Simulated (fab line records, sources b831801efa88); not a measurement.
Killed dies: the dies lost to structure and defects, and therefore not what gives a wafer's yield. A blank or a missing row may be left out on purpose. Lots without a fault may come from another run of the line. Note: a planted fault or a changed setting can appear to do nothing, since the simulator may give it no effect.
A lot that was struck, set against a sound lot :: flow sky130 :: 44 out of 708 route steps
Sound: these wafers, L615.2, L615.4, L615.6. Struck: wafer L601.4 (left out: L601.2, L601.6 of the same lot, which were not struck); the cause appears at the end.
Each step with rows lists, per side, the tool, then ch with its chambers, then its first start. Under that, the readings that differ: sound wafers :: struck wafers :: difference of the means :: sigmas: that difference in standard deviations of wafers without a fault.
alike: readings with means less than 2 such deviations apart, plus words and numbers identical on both sides. not compared: withheld readings, readings lacking a value on some wafer, bounds such as >300 that could conceal the same value, and numbers that have no deviation in the record and whose values overlap.
A row with sigmas, a row that says differs or no value, or rows on one side alone: a step with any of these is where the two part. Non-overlapping numbers with no deviation appear without sigmas and do not part them. Lack of a reading on every wafer of one side parts them only where that side has two or more wafers.

SKY_VIA3_ETCH_15: etches SiO2 in C4F8/O2/Ar, stops on TiN, target depth 507 nm, time 78 s.
  sound on rie diel-04 ch 1,2, day 44 18:47; struck on rie diel-03 ch 0, day 41 02:35
  alike: oes product au
  not compared: rf hours counter h
then, 6 steps without rows for these wafers: SKY_VIA3_STRIP_16 (strips in O2/N2); SKY_VIA3_STRIP_17 (strips in post etch residue remover, time 1200 s); SKY_VIA3_CLEAN_18 (cleans in IPA, time 180 s); SKY_VIA3_CLEAN_19 (cleans in O3/DIW); SKY_VIA3_SPUTTER_20 (material TiN, target thk 20 nm, time 80 s); SKY_VIA3_CVD_21 (deposits W, target thk 390 nm, time 117.31 s).
SKY_VIA3_RS_MEAS_22: the measuring method here is four-point-probe.
  struck on film metro-04, day 41 03:29; sound on film metro-04, day 44 19:38
  alike: VIA3_W_RS
SKY_VIA3_THK_MEAS_23: measures by xrf.
  struck on film metro-04, day 41 03:35; sound on film metro-04, day 44 19:45
  alike: VIA3_W_THK
then, 3 steps without rows for these wafers: SKY_VIA3_CMP_24 (polishes, stops on SiO2, t overpolish 20 s, target thk 0 nm); SKY_METAL4_SPUTTER_00 (material Ti, target thk 15 nm, time 10 s); SKY_METAL4_SPUTTER_01 (material TiN, target thk 20 nm, time 16.7 s).
SKY_METAL4_SPUTTER_02: material AlCu, target thk 735 nm, time 39.1 s.
  struck on pvd sputter-04, day 41 03:59; sound on pvd sputter-01, day 44 20:09
reading: chamber pressure pa (Pa)
sound: 0.3999 0.3985 0.4001
struck: 0.3399
difference: -0.0596
sigmas: -77

reading: throttle valve pct (%)
sound: 29.2 27.3 29.5
struck: 33.0
difference: +4.3
sigmas: +4

reading: model.AlCu_of_METAL4_SPUTTER_02.thk nm (nm)
sound: 733.6 725.8 724.6
struck: 752.2
difference: +24.2
sigmas: 
SKY_METAL4_SPUTTER_03: material Ti, target thk 5 nm, time 3.3 s.
  struck on pvd sputter-04, day 41 04:02; sound on pvd sputter-01, day 44 20:11
  alike: chamber pressure pa, throttle valve pct
then, 1 step without rows for these wafers: SKY_METAL4_SPUTTER_04 (material TiN, target thk 70 nm, time 58.3 s).
SKY_CAP2M_CVD_00: deposits SiO2, target thk 15.5 nm.
  sound on pecvd-01 ch 0,1, day 44 20:15; struck on pecvd-01 ch 0, day 41 04:05
  alike: heater power w
SKY_CAP2M_THK_MEAS_01:
  struck on film metro-02, day 41 04:07; sound on film metro-03, day 44 20:17
  alike: CAP2M_CVD_00_THK
SKY_CAP2M_SPUTTER_02: material TiN, target thk 200 nm, time 166.7 s.
  struck on pvd sputter-03, day 41 04:10; sound on pvd sputter-04, day 44 20:20
  alike: chamber pressure pa, throttle valve pct
SKY_CAP2M_RS_MEAS_03: the measuring method here is four-point-probe.
  struck on film metro-03, day 41 04:18; sound on film metro-03, day 44 20:28
  alike: CAP2M_TIN_RS
SKY_CAP2M_THK_MEAS_04: measures by xrf.
  struck on film metro-03, day 41 04:25; sound on film metro-03, day 44 20:35
  alike: CAP2M_TIN_THK
then, 7 steps without rows for these wafers: SKY_CAP2M_DEHYDRATE_05 (time 60 s); SKY_CAP2M_HMDS_06 (prime time 60 s); SKY_CAP2M_COAT_07 (resist thk 1140 nm); SKY_CAP2M_SOFTBAKE_08 (time 60 s); SKY_CAP2M_EXPOSE_09 (exposes mask CAP2M, target cd 1000 nm); SKY_CAP2M_PEB_10; SKY_CAP2M_DEVELOP_11 (develop time 60 s).
SKY_CAP2M_OVL_MEAS_12:
  struck on overlay-02, day 42 03:51; sound on overlay-01, day 45 17:26
  alike: CAP2M_OVL
SKY_CAP2M_METAL_ETCH_13: etches TiN in Cl2/BCl3, stops on SiO2, target depth 220 nm, time 61.56 s.
  sound on rie metal-01 ch 0,1, day 45 17:28; struck on rie metal-03 ch 0, day 42 03:53
  alike: drypump motor current A, he backside leak sccm, mfc cl2 sccm, oes product au, throttle valve pct
  not compared: rf hours counter h
then, 12 steps without rows for these wafers: SKY_CAP2M_STRIP_14 (strips in O2/N2); SKY_CAP2M_STRIP_15 (strips in post etch residue remover, time 1200 s); SKY_CAP2M_CLEAN_16 (cleans in IPA, time 180 s); SKY_CAP2M_CLEAN_17 (cleans in O3/DIW); SKY_METAL4_DEHYDRATE_05 (time 60 s); SKY_METAL4_HMDS_06 (prime time 60 s); SKY_METAL4_COAT_07 (resist thk 60 nm); SKY_METAL4_COAT_08 (resist thk 1140 nm); SKY_METAL4_SOFTBAKE_09 (time 90 s); SKY_METAL4_EXPOSE_10 (exposes mask MM4, target cd 300 nm); SKY_METAL4_PEB_11; SKY_METAL4_DEVELOP_12 (develop time 60 s).
SKY_METAL4_CD_MEAS_13: the cd target is 300 nm.
  struck on cd sem-01, day 43 03:24; sound on cd sem-01, day 46 14:22
  alike: cd nm
SKY_METAL4_METAL_ETCH_18: etches the open film in Cl2/BCl3, stops on SiO2, target depth 845 nm, time 175.1 s.
  sound on rie metal-02 ch 0,1, day 46 14:39; struck on rie metal-02 ch 0, day 43 03:49
reading: model.METAL4.feature depth nm (nm)
sound: 862.5 855.3 854.8
struck: 880.9
difference: +23.4
sigmas: 

reading: model.etch.depth nm (nm)
sound: 862.5 855.3 854.8
struck: 880.9
difference: +23.4
sigmas: 
  alike: drypump motor current A, he backside leak sccm, mfc cl2 sccm, oes product au, throttle valve pct
  not compared: rf hours counter h
-- the record jumps here: 4 days lie between the struck wafers' starts before and after (it left off in module METAL4 and takes up again in module PAD_OPEN, whose first step shown is number 708 of the route) --
SKY_PAD_OPEN_PROBE_99:
  struck on prober-02, day 47 00:40; sound on prober-02, day 49 22:52
reading: model.etest.met4.rs ohm sq
sound: 0.04317 0.0436 0.04333
struck: 0.04168
difference: -0.00169
sigmas: 
  alike: defect limited yield, killed_at_M0_to_M3, killed_at_M4_up, killed at contacts, killed at front end, killed at other, killed dies, killed open, killed short, sort_bin_3_pad_short, sort_bin_5_function, sort_bin_6_memory, sort n pass, sort yield pct

WHERE THEY PART
At SKY_METAL4_SPUTTER_02 and nowhere else, as far as this record goes. Later steps at which nothing parts them and some readings are alike: SKY_METAL4_SPUTTER_03, SKY_CAP2M_CVD_00, SKY_CAP2M_THK_MEAS_01, SKY_CAP2M_SPUTTER_02, SKY_CAP2M_RS_MEAS_03, SKY_CAP2M_THK_MEAS_04, SKY_CAP2M_OVL_MEAS_12, SKY_CAP2M_METAL_ETCH_13, SKY_METAL4_CD_MEAS_13, SKY_METAL4_METAL_ETCH_18, SKY_PAD_OPEN_PROBE_99.

WHY: what had been put in by the simulator
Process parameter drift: pvd sputter-04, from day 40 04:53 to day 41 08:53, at SKY_METAL4_SPUTTER_02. A move of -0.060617 in setting chamber pressure pa, from 0.4. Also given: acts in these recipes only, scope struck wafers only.
